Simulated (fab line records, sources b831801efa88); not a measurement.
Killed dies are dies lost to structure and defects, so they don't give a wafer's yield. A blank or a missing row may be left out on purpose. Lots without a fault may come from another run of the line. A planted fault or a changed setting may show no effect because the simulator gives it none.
fab line records | flow sky130
record lots=14 wafers=42 last_day=50
route steps=708 shown GATE_OXIDE@203
lots that met no fault: from a run of the same line without faults
start_h: hours from the record's first day to the start of the lot's first wafer shown | wait_h: hours since the lot's step before | " the same as in the row above | L1.1+2: a row that stands for several wafers | - no value, or no start given | * or withheld: withheld | < > ~ a bound
route shown NAME@n: a module of which the file shows steps, and the number in the route of the first | usual: mean/standard deviation of fault-free wafers | same: alike in all rows | chamber/n: place in a boat | sites: the reading at each site | _std_site: their standard deviation | _edge_site: outer sites' mean less inner sites' | radius_mm: how far each site lies from the wafer's centre | mask NAME#n: copy n | behind: the tool/chamber that last shaped the wafer | hold: why the lot was held/for how many hours/how that ended | device: the transistor (n, p or np) that didn't switch | end of line: the same wafers' tests at the end of the route | a step without rows: its recipe alone | killed: dies lost to structure and defects at the first sort, not the wafer's yield | map: a wafer's dies, x killed, . not, _ none there
set.NAME: the setting as run; set.NAME@STEP: as run at that earlier step | model.NAME: the simulator's own value behind a step, which no gauge read
steps of the route over a sample of lots; a table a step, a row a wafer
services: from which hour (start_h, from the record's first day; less than 0 if before it) a tool's chamber was out of use, for how many hours, and why
## steps
# step SKY_GATE_OXIDE_OXIDATION_16
# recipe temp_c=800 ambient=O2 idle_temp_c=700 ramp_up_c_per_min=10 ramp_down_c_per_min=3 stabilise_s=600 purge_s=300 target_thk_a=35.7 ox_time_s=1915
# usual ox_temp_c=799.9/0.35 ox_temp_c_max=803.7/1 spike_tc_top_C=816.5/1.3 tube_center_temp_C=800.01/0.07 zone_power_bottom_pct=24.5/1.1
# columns lot.wafer tool chamber start_h wait_h ox_temp_c ox_temp_c_max spike_tc_top_C tube_center_temp_C zone_power_bottom_pct
L738.2 furnace-01 0 319.40 0.0 800.0 802.5 817.5 799.95 23.7
L738.4 " 0 " " 799.9 803.8 818.7 799.95 23.5
L738.5 " 0 " " 799.6 802.3 816.7 800.03 23.5
L740.2 furnace-01 0 340.27 0.3 800.4 803.8 817.2 799.94 23.5
L740.5 " 0 " " 800.6 803.6 816.2 799.96 23.3
L740.6 " 0 " " 800.6 803.5 815.6 800.01 23.4
L741.1 furnace-01 0 351.15 0.0 800.2 804.0 816.3 799.97 23.6
L741.2 " 0 " " 800.1 802.7 818.5 800.03 23.4
L741.3 " 0 " " 800.0 804.5 818.7 800.06 23.2
L742.1 furnace-01 0 358.80 1.9 800.2 803.3 816.4 800 23.3
L742.3 " 0 " " 799.7 803.4 816.8 800.05 22.8
L742.4 " 0 " " 800.1 803.4 817.2 800.01 23.2
L744.1 furnace-01 0 371.09 0.8 800.0 804.0 818.3 799.99 23.0
L744.2 " 0 " " 800.0 802.7 817.9 800.11 23.8
L744.3 " 0 " " 800.0 802.9 816.6 799.92 23.5
L745.1 furnace-01 0 387.86 0.6 799.8 802.9 816.0 800.02 23.2
L745.3 " 0 " " 799.6 802.5 816.7 800.1 23.4
L745.6 " 0 " " 799.4 802.2 817.3 800.12 24.0
L746.2 furnace-01 0 387.86 0.9 800.0 803.2 817.5 800.06 23.5
L746.4 " 0 " " 800.0 802.8 816.8 800.04 23.2
L746.6 " 0 " " 800.2 802.5 818.1 800.11 23.3
L748.1 furnace-02 0 406.12 0.1 800.0 803.3 814.1 799.87 25.8
L748.4 " 0 " " 800.0 804.4 815.6 800.06 25.8
L748.6 " 0 " " 800.0 804.3 815.4 800.17 24.9
L749.2 furnace-02 0 409.15 2.3 800.3 804.5 814.5 799.97 25.6
L749.5 " 0 " " 800.5 805.6 816.2 800.01 26.0
L749.6 " 0 " " 800.4 803.5 817.5 800.1 25.6
L751.1 furnace-02 - 430.40 0.6 - - - - -
L751.3 " - " " - - - - -
L751.6 " - " " - - - - -
L752.1 furnace-02 - 453.21 0.7 - - - - -
L752.3 " - " " - - - - -
L752.6 " - " " - - - - -
L753.2 furnace-02 0 456.14 0.6 800.8 805.3 816.9 799.98 25.6
L753.3 " 0 " " 800.2 804.7 816.2 800.15 26.0
L753.4 " 0 " " 800.0 803.3 814.0 800.03 25.4
L759.4 furnace-02 0 497.85 0.0 800.0 804.2 814.4 800.14 25.5
L759.5 " 0 " " 799.8 805.7 817.8 799.98 25.4
L759.6 " 0 " " 800.1 804.3 816.5 799.92 25.9
L760.4 furnace-02 0 505.55 0.0 800.5 805.2 816.3 800.07 25.4
L760.5 " 0 " " 800.1 804.7 815.1 800.04 25.1
L760.6 " 0 " " 800.5 804.8 816.9 800.1 25.8
## services
# columns tool chamber start_h hours kind
furnace-02 - 378.02 3.5 pm
furnace-01 - 407.01 4.1 pm
furnace-01 - 446.72 2.7 pm
## key
first_sign step=SKY_GATE_OXIDE_OXIDATION_16 reading=tool_record direction=missing
effect none on later readings
met_at SKY_GATE_OXIDE_OXIDATION_16
struck_lots L751,L752
later_rows_left_out L751.1,L751.3,L751.6,L752.1,L752.3,L752.6
sort_left_out L751.1,L751.3,L751.6,L752.1,L752.3,L752.6
tester_left_out L751,L752
onset_between 409.15 430.40
fault kind=skipped_step_whole tool=furnace-02 chamber=- onset_h=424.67 steps=SKY_GATE_OXIDE_OXIDATION_16 scope=struck_lots_only
# tester_left_out: of these lots the tester's yield and bins aren't shown, on N5 and GAA mostly nor the transistor test; their killed dies are dies lost to structure and defects alone, not to doping, threshold or leakage, so they don't give the yield
# sort_left_out: the simulated sort isn't trusted on such a fault, so these wafers' sort isn't shown, and their yield isn't known
# later_rows_left_out: the simulator's readings of these wafers behind a module that went badly wrong aren't trusted and aren't shown, but for the sort
